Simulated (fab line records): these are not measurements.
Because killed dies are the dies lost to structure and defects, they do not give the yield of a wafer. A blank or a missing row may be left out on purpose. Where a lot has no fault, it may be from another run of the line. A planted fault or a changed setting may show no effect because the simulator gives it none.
fab line records	flow sky130
record lots=10	wafers=30	last-day=50
route steps=708 shown LDD_LDN@301 SD_P@329 RES_XHIGH@340 PAD_OPEN@708
lots untouched by any fault: they come from a run of this same line in which no faults occurred
start-h: start of the lot's first displayed wafer, in hours after the record's first day	wait-h: time in hours since the lot's previous step	" as in the row above	L1.1+2: a single row standing in for several wafers	- either no value or no given start	* or withheld: withheld	< > ~ a bound
route shown NAME@n: names a module that has steps shown in the file, with the first one's number in the route	usual: average and standard deviation across the fault-free wafers	same: alike in all rows	chamber/n: place in a boat	sites: readings site by site	_std_site: standard deviation of those values	_edge_site: outer sites' mean less inner sites'	radius-mm: how far each site lies from the wafer's centre	mask NAME#n: copy n	behind: the most recent tool/chamber to have shaped the wafer	hold: cause of the lot's hold/its duration in hours/its outcome	device: the n, p or np transistor that did not switch	end of line: the same wafers' tests at the end of the route	step lacking rows: just its recipe	killed: dies lost to structure and defects at the first sort, not the wafer's yield	map: the dies of a wafer, with x for killed, . for not killed, _ for no die there
set.NAME: the setting as run; set.NAME@STEP: as run at that earlier step	model.NAME: the simulator's own value behind a step, which no gauge read
route steps across a sampled set of lots; one table per step, one row per wafer
services: a tool's chamber out of use, with start hour (start-h, from the record's first day; less than 0 if before it), hours out, and reason
## steps
# step SKY_LDD_LDN_STRIP_12
# recipe chemistry=O2/N2	power-w=1400	pressure-mtorr=1500	platen-temp-c=withheld	o2-flow-sccm=3000	n2-flow-sccm=300	overash-fraction=0.5
# usual drypump-motor-current-A=5.46/0.19	oes-product-au=0.716/0.004	strip-time-to-endpoint-s=14.20/0.042
# same overash-fraction=0.5
lot.wafer	tool	chamber	start-h	wait-h	drypump-motor-current-A	oes-product-au	rf-hours-counter-h	strip-time-to-endpoint-s
L655.3	plasma-asher-02	1	555.62	0.1	5.56	0.716	-	14.24
L655.4	"	0	"	"	5.82	0.722	-	14.26
L655.6	"	0	"	"	5.83	0.718	-	14.27
L657.3	plasma-asher-01	1	573.87	0.1	5.35	0.717	-	14.24
L657.5	"	1	"	"	5.35	0.711	-	14.22
L657.6	"	0	"	"	5.23	0.716	-	14.24
L659.3	plasma-asher-04	0	588.88	0.1	5.60	0.718	-	14.14
L659.4	"	1	"	"	5.38	0.710	-	14.14
L659.5	"	1	"	"	5.40	0.720	-	14.16
L660.4	plasma-asher-04	1	606.33	0.1	5.42	0.709	-	14.15
L660.5	"	0	"	"	5.61	0.719	-	14.20
L660.6	"	1	"	"	5.38	0.712	-	14.22
L662.1	plasma-asher-02	1	613.95	0.1	5.53	0.707	79	14.15
L662.3	"	0	"	"	5.85	0.716	-	14.19
L662.5	"	1	"	"	5.52	0.711	-	14.21
L665.1	plasma-asher-01	0	646.69	0.1	5.25	0.721	21	14.18
L665.2	"	1	"	"	5.31	0.715	21	14.14
L665.5	"	1	"	"	5.34	0.712	-	14.19
L667.3	plasma-asher-01	0	696.53	0.1	5.22	0.721	-	14.21
L667.4	"	1	"	"	5.39	0.713	-	14.22
L667.6	"	1	"	"	5.36	0.713	-	14.21
L670.1	plasma-asher-01	0	698.04	0.1	5.26	0.726	26	14.21
L670.2	"	1	"	"	5.35	0.718	26	14.20
L670.3	"	1	"	"	5.33	0.711	-	14.20
L671.2	plasma-asher-04	1	702.99	0.1	5.46	0.718	59	14.26
L671.4	"	0	"	"	5.62	0.720	-	14.27
L671.6	"	1	"	"	5.46	0.714	-	14.28
L674.2	plasma-asher-01	0	719.75	0.1	5.26	0.715	28	14.15
L674.5	"	1	"	"	5.38	0.718	-	14.17
L674.6	"	0	"	"	5.26	0.711	-	14.14
# step SKY_SD_P_IMPLANT_09
# recipe species=BF2	energy-kev=20	dose-cm2=3e+15	tilt-deg=0
# usual tilt-deg=0.001/0.022
lot.wafer	tool	chamber	start-h	wait-h	tilt-deg
L655.3	implanter-04	0	616.62	0.1	0.010
L655.4	"	0	"	"	0.004
L655.6	"	0	"	"	-0.006
L657.3	implanter-02	0	633.81	0.1	0.029
L657.5	"	0	"	"	-0.021
L657.6	"	0	"	"	-0.021
L659.3	implanter-03	0	647.84	0.1	-0.022
L659.4	"	0	"	"	-0.018
L659.5	"	0	"	"	0.007
L660.4	implanter-02	0	665.33	0.1	-0.003
L660.5	"	0	"	"	0.045
L660.6	"	0	"	"	0.011
L662.1	implanter-03	0	672.66	0.0	0.008
L662.3	"	0	"	"	-0.001
L662.5	"	0	"	"	0.012
L665.1	implanter-03	0	704.01	0.0	-0.003
L665.2	"	0	"	"	0.042
L665.5	"	0	"	"	0.024
L667.3	implanter-04	0	753.86	0.1	-0.020
L667.4	"	0	"	"	0.001
L667.6	"	0	"	"	0.011
L670.1	implanter-02	0	756.06	0.0	-0.002
L670.2	"	0	"	"	0.020
L670.3	"	0	"	"	-0.008
L671.2	implanter-04	0	760.33	0.0	6.950
L671.4	"	0	"	"	6.983
L671.6	"	0	"	"	6.971
L674.2	implanter-04	0	774.88	0.0	6.986
L674.5	"	0	"	"	6.964
L674.6	"	0	"	"	6.959
# step SKY_SD_P_STRIP_10
# recipe chemistry=O2/N2	power-w=1400	pressure-mtorr=1500	platen-temp-c=withheld	o2-flow-sccm=3000	n2-flow-sccm=300	overash-fraction=0.5
# usual drypump-motor-current-A=5.5/0.36	oes-product-au=0.618/0.0044	strip-time-to-endpoint-s=17.50/0.041
# same overash-fraction=0.5
lot.wafer	tool	chamber	start-h	wait-h	drypump-motor-current-A	oes-product-au	rf-hours-counter-h	strip-time-to-endpoint-s
L655.3	plasma-asher-02	0	616.75	0.1	5.8	0.627	-	17.48
L655.4	"	1	"	"	5.6	0.622	-	17.46
L655.6	"	0	"	"	5.9	0.612	-	17.48
L657.3	plasma-asher-04	0	633.94	0.1	5.6	0.617	-	17.53
L657.5	"	1	"	"	5.4	0.617	-	17.55
L657.6	"	0	"	"	5.6	0.612	-	17.52
L659.3	plasma-asher-03	0	647.97	0.1	4.8	0.621	-	17.41
L659.4	"	1	"	"	5.9	0.620	-	17.45
L659.5	"	1	"	"	5.9	0.619	-	17.43
L660.4	plasma-asher-03	1	665.44	0.1	5.9	0.626	-	17.47
L660.5	"	0	"	"	4.9	0.617	-	17.44
L660.6	"	1	"	"	5.9	0.619	-	17.43
L662.1	plasma-asher-03	1	672.81	0.1	5.8	0.613	99	17.51
L662.3	"	0	"	"	4.8	0.623	-	17.53
L662.5	"	0	"	"	4.8	0.620	-	17.49
L665.1	plasma-asher-02	1	704.16	0.1	5.6	0.612	87	17.51
L665.2	"	0	"	"	5.8	0.613	87	17.54
L665.5	"	1	"	"	5.6	0.617	-	17.50
L667.3	plasma-asher-03	1	753.99	0.1	5.8	0.617	-	17.49
L667.4	"	0	"	"	4.8	0.613	-	17.46
L667.6	"	0	"	"	4.8	0.617	-	17.53
L670.1	plasma-asher-04	1	756.21	0.1	5.5	0.620	62	17.54
L670.2	"	0	"	"	5.6	0.622	62	17.51
L670.3	"	1	"	"	5.5	0.613	-	17.50
L671.2	plasma-asher-04	1	760.46	0.1	5.4	0.615	63	17.44
L671.4	"	0	"	"	5.6	0.611	-	17.43
L671.6	"	0	"	"	5.6	0.615	-	17.44
L674.2	plasma-asher-02	0	775.01	0.1	5.9	0.622	96	17.45
L674.5	"	1	"	"	5.6	0.620	-	17.45
L674.6	"	0	"	"	5.9	0.613	-	17.47
# step SKY_SD_P_TW_MEAS_11
# usual SD_P_TW=2837/26
lot.wafer	tool	chamber	start-h	wait-h	hold	SD_P_TW
L655.3	film-metro-03	-	616.84	0.1	-	2875
L655.4	"	-	"	"	-	2860
L655.6	"	-	"	"	-	2873
L657.3	film-metro-01	-	634.03	0.1	-	2813
L657.5	"	-	"	"	-	2795
L657.6	"	-	"	"	-	2797
L659.3	film-metro-01	-	648.06	0.1	-	2790
L659.4	"	-	"	"	-	2792
L659.5	"	-	"	"	-	2800
L660.4	film-metro-01	-	665.54	0.1	-	2806
L660.5	"	-	"	"	-	2797
L660.6	"	-	"	"	-	2806
L662.1	film-metro-01	-	672.91	0.1	-	2810
L662.3	"	-	"	"	-	2807
L662.5	"	-	"	"	-	2811
L665.1	film-metro-01	-	704.26	0.1	-	2820
L665.2	"	-	"	"	-	2808
L665.5	"	-	"	"	-	2818
L667.3	film-metro-03	-	754.08	0.1	-	2857
L667.4	"	-	"	"	-	2863
L667.6	"	-	"	"	-	2867
L670.1	film-metro-04	-	756.31	0.1	-	2845
L670.2	"	-	"	"	-	2842
L670.3	"	-	"	"	-	2853
L671.2	film-metro-01	-	760.57	0.1	await-dispo/0.2h/release	2963
L671.4	"	-	"	"	await-dispo/0.2h/release	2962
L671.6	"	-	"	"	await-dispo/0.2h/release	2976
L671.2	film-metro-01	-	760.91	0.3	-	2962
L671.4	"	-	"	"	-	2970
L671.6	"	-	"	"	-	2955
L674.2	film-metro-04	-	775.12	0.1	await-dispo/0.2h/release	3022
L674.5	"	-	"	"	await-dispo/0.2h/release	3022
L674.6	"	-	"	"	await-dispo/0.2h/release	3013
L674.2	film-metro-04	-	775.34	0.2	-	3006
L674.5	"	-	"	"	-	3027
L674.6	"	-	"	"	-	3031
# step SKY_RES_XHIGH_STRIP_08
# recipe chemistry=O2/N2	power-w=1400	pressure-mtorr=1500	platen-temp-c=withheld	o2-flow-sccm=3000	n2-flow-sccm=300	overash-fraction=0.5
# usual drypump-motor-current-A=5.6/0.32	oes-product-au=0.711/0.0044	strip-time-to-endpoint-s=14.27/0.043
# same overash-fraction=0.5
lot.wafer	tool	chamber	start-h	wait-h	drypump-motor-current-A	oes-product-au	rf-hours-counter-h	strip-time-to-endpoint-s
L655.3	plasma-asher-02	1	645.73	0.1	5.6	0.711	-	14.25
L655.4	"	0	"	"	5.8	0.703	-	14.24
L655.6	"	1	"	"	5.6	0.714	-	14.24
L657.3	plasma-asher-02	1	662.54	0.1	5.5	0.715	-	14.31
L657.5	"	0	"	"	5.8	0.709	-	14.37
L657.6	"	1	"	"	5.5	0.710	-	14.29
L659.3	plasma-asher-01	0	676.49	0.1	5.3	0.713	-	14.23
L659.4	"	1	"	"	5.3	0.713	-	14.21
L659.5	"	1	"	"	5.4	0.713	-	14.22
L660.4	plasma-asher-02	1	692.83	0.1	5.6	0.718	-	14.31
L660.5	"	1	"	"	5.5	0.713	-	14.33
L660.6	"	0	"	"	5.8	0.708	-	14.26
L662.1	plasma-asher-01	1	700.45	0.1	5.4	0.709	27	14.35
L662.3	"	0	"	"	5.3	0.703	-	14.30
L662.5	"	0	"	"	5.2	0.709	-	14.29
L665.1	plasma-asher-02	1	731.46	0.1	5.5	0.708	91	14.21
L665.2	"	0	"	"	5.8	0.706	91	14.22
L665.5	"	0	"	"	5.8	0.717	-	14.18
L667.3	plasma-asher-02	0	780.08	0.1	5.8	0.717	-	14.25
L667.4	"	1	"	"	5.5	0.713	-	14.22
L667.6	"	0	"	"	5.8	0.710	-	14.25
L670.1	plasma-asher-01	1	783.01	0.1	5.3	0.709	34	14.28
L670.2	"	0	"	"	5.2	0.709	34	14.29
L670.3	"	1	"	"	5.3	0.714	-	14.32
L671.2	plasma-asher-03	1	786.86	0.1	5.9	0.714	5	14.27
L671.4	"	1	"	"	5.8	0.714	-	14.32
L671.6	"	0	"	"	4.8	0.719	-	14.27
L674.2	plasma-asher-02	0	801.30	0.1	5.8	0.713	98	14.27
L674.5	"	0	"	"	5.8	0.710	-	14.23
L674.6	"	1	"	"	5.5	0.715	-	14.27
# step SKY_SD_N_RS_MEAS_17
# recipe thk-meas-gauge=four-point-probe
# usual SD_P_RS=147.1/0.43
lot.wafer	tool	chamber	start-h	wait-h	hold	SD_P_RS[ohm/sq]
L655.3	film-metro-03	-	674.51	0.1	-	146.9
L655.4	"	-	"	"	-	146.5
L655.6	"	-	"	"	-	146.5
L657.3	film-metro-01	-	691.18	0.1	-	146.7
L657.5	"	-	"	"	-	147.1
L657.6	"	-	"	"	-	146.7
L659.3	film-metro-03	-	704.56	0.1	-	146.6
L659.4	"	-	"	"	-	146.4
L659.5	"	-	"	"	-	146.9
L660.4	film-metro-01	-	721.68	0.1	-	145.9
L660.5	"	-	"	"	-	146.7
L660.6	"	-	"	"	-	145.8
L662.1	film-metro-01	-	728.22	0.1	-	146.6
L662.3	"	-	"	"	-	146.7
L662.5	"	-	"	"	-	147.2
L665.1	film-metro-03	-	759.61	0.1	-	147.0
L665.2	"	-	"	"	-	147.1
L665.5	"	-	"	"	-	147.2
L667.3	film-metro-04	-	806.70	0.1	-	147.0
L667.4	"	-	"	"	-	147.3
L667.6	"	-	"	"	-	147.0
L670.1	film-metro-04	-	810.32	0.1	-	148.0
L670.2	"	-	"	"	-	147.8
L670.3	"	-	"	"	-	148.1
L671.2	film-metro-01	-	813.74	0.1	await-dispo/0.2h/release	138.8
L671.4	"	-	"	"	await-dispo/0.2h/release	138.7
L671.6	"	-	"	"	await-dispo/0.2h/release	138.8
L671.2	film-metro-01	-	814.03	0.3	-	138.9
L671.4	"	-	"	"	-	138.5
L671.6	"	-	"	"	-	138.9
L674.2	film-metro-04	-	828.54	0.1	await-dispo/0.2h/release	138.6
L674.5	"	-	"	"	await-dispo/0.2h/release	138.6
L674.6	"	-	"	"	await-dispo/0.2h/release	138.8
L674.2	film-metro-04	-	828.96	0.4	-	138.9
L674.5	"	-	"	"	-	138.7
L674.6	"	-	"	"	-	138.5
# step SKY_PAD_OPEN_PROBE_99
# usual killed_at_M0_to_M3=42/6.3	killed_at_M4_up=3.2/1.9	killed-at-contacts=24/5.8	killed-at-front-end=15/4.3	killed-at-other=0.2/0.62	killed-dies=85/9.3	killed-open=46/6.8	killed-short=38/6.1
# same gross-dies=492	killed-at-back-side=0
lot.wafer	tool	chamber	start-h	wait-h	killed_at_M0_to_M3	killed_at_M4_up	killed-at-contacts	killed-at-front-end	killed-at-other	killed-dies	killed-open	killed-short
L662.1	prober-01	-	1127.94	0.1	35	4	30	16	0	85	47	36
L662.3	prober-01	-	1128.04	0.2	49	2	26	14	1	92	50	41
L662.5	prober-01	-	1128.14	0.2	26	2	28	14	0	70	40	30
# killed by level:class
L662.1 VIA1:geometric-particle:open=11 CONTACT:geometric-particle:open=10 LI_CONTACT:geometric-particle:open=8 LI_CONTACT:geometric-particle:short=6 METAL1:geometric-particle:short=5 VIA3:geometric-particle:open=5 FIELD_ISO:geometric-particle:open=4 FIELD_ISO:geometric-particle:short=4
L662.3 CONTACT:geometric-particle:open=11 VIA1:geometric-particle:open=11 LI_CONTACT:geometric-particle:open=9 METAL2:geometric-particle:short=8 METAL1:geometric-particle:short=7 FIELD_ISO:geometric-particle:short=6 CONTACT:geometric-particle:short=6 VIA2:geometric-particle:open=5
L662.5 CONTACT:geometric-particle:open=15 FIELD_ISO:geometric-particle:short=8 LI_CONTACT:geometric-particle:open=5 FIELD_ISO:geometric-particle:open=4 LI_CONTACT:geometric-particle:short=4 VIA2:geometric-particle:open=4 METAL2:geometric-particle:short=4 VIA3:geometric-particle:open=4
## services
tool	chamber	start-h	hours	kind
plasma-asher-03	-	565.25	7.8	pm
implanter-04	-	572.73	1.3	repair
implanter-03	-	575.15	2.4	repair
plasma-asher-02	-	575.91	2.8	pm
plasma-asher-02	-	583.69	1.3	repair
implanter-04	-	584.14	1.6	repair
plasma-asher-01	-	596.66	2.8	pm
implanter-02	-	621.76	1.8	repair
plasma-asher-02	-	624.75	4.5	repair
implanter-03	-	633.38	1.4	repair
implanter-04	-	646.06	3.2	pm
implanter-02	-	647.28	1.0	repair
implanter-04	-	666.51	4.7	pm
implanter-03	-	676.75	6.0	repair
implanter-02	-	697.14	29.7	pm
implanter-03	-	702.09	1.7	repair
implanter-03	-	707.23	3.7	pm
implanter-04	-	711.54	5.3	pm
implanter-03	-	716.81	4.4	pm
plasma-asher-04	-	717.00	14.6	pm
plasma-asher-03	-	725.31	4.1	repair
plasma-asher-03	-	733.75	9.0	pm
plasma-asher-01	-	746.49	15.6	pm
plasma-asher-03	-	783.23	1.3	repair
## key
first-sign step=SKY_SD_P_IMPLANT_09	reading=tilt-deg	direction=up	sigmas=99+	usual=*	struck=*
effect step=SKY_SD_P_TW_MEAS_11	reading=visit	direction=added
effect step=SKY_SD_P_TW_MEAS_11	reading=SD_P_TW	direction=up	sigmas=6.1	usual=2837	struck=2993
effect step=SKY_SD_N_RS_MEAS_17	reading=SD_P_RS	direction=down	sigmas=19	usual=147.1	struck=138.7
met-at SKY_SD_P_IMPLANT_09
struck-lots L671,L674
tester-left-out L671,L674
not-acting-at SKY_LDD_LDN_STRIP_12,SKY_SD_P_STRIP_10,SKY_RES_XHIGH_STRIP_08
onset-between 753.86 760.33
fault kind=process-parameter-drift	tool=implanter-04	chamber=-	onset-h=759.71	steps=SKY_SD_P_IMPLANT_09	channel=tilt-deg	offset=*	shape=step	end-h=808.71	acts-in=*	stated=*
# tester-left-out: of these lots the tester's yield and bins aren't shown, on N5 and GAA mostly nor the transistor test; their killed dies are dies lost to structure and defects alone, not to doping, threshold or leakage, so they don't give the yield
